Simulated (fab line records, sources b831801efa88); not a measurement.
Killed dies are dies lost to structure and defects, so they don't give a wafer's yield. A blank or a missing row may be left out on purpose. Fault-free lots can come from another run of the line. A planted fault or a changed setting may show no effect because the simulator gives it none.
Which tool is to blame? | flow sky130 | 14 lots (42 wafers sampled), 1 step of a 708-step route

## WHAT THE GAUGES SHOWED, per wafer
SKY_VIA2_THK_MEAS_01. Usual: VIA2_HDPCVD_THK gives 1192 nm (standard deviation 12).
lot  | measured     | on            | VIA2_HDPCVD_THK (nm) | flag
L199 | day 35 14:44 | film metro-02 | 1180 1172 1189       |
L200 | day 35 23:16 | film metro-03 | 1180 1197 1176       |
L201 | day 36 09:37 | film metro-03 | 1187 1188 1184       |
L202 | day 36 23:37 | film metro-02 | 1190 1188 1183       |
L203 | day 37 07:51 | film metro-02 | 1187 1198 1215       |
L205 | day 37 14:49 | film metro-02 | 1182 1183 1193       |
L210 | day 39 08:56 | film metro-02 | 1216 1195 1188       |
L211 | day 39 10:44 | film metro-02 | 1188 1175 1182       |
L213 | day 40 09:07 | film metro-03 | 1189 1189 1191       |
L217 | day 41 03:29 | film metro-02 | 1198 1219 1201       |
L219 | day 41 11:57 | film metro-03 | 1196 1214 1199       |
L218 | day 41 13:22 | film metro-01 | 1211 1205 1167       |
L221 | day 42 05:32 | film metro-02 | 1183 1212 1196       |
L222 | day 42 06:43 | film metro-03 | 1194 1224 1197       |

## WHAT TOOL EACH LOT RAN ON (gives the tool, then ch and the chambers of the sampled wafers, and finally the start)
There is no process step in the record ahead of these readings.

## WHAT THE TOOLS THEMSELVES READ (means of the sampled wafers that have a number; where no wafer has one, the mark that the record gives instead)
The record holds no such reading with a usual standard deviation.

## THE ANSWER, worked out from the rows above alone
Rule: lot off if the mean of its wafers having a number is beyond 3 standard deviations from the usual mean. Also off: a lot with no number at a reading for which 4 or more lots have one. Any other lot the step has rows for is counted as sound. Order of review: gauges by route order, followed by the tools' own readings, for which a lot's mean as printed above is used. The first step at which some lot is off is used, and at that step the reading that is off furthest; a lot without a number counts as furthest.
None of the lots is off at any reading shown; this tells nothing.

## WHAT HAD BEEN PUT IN BY THE SIMULATOR
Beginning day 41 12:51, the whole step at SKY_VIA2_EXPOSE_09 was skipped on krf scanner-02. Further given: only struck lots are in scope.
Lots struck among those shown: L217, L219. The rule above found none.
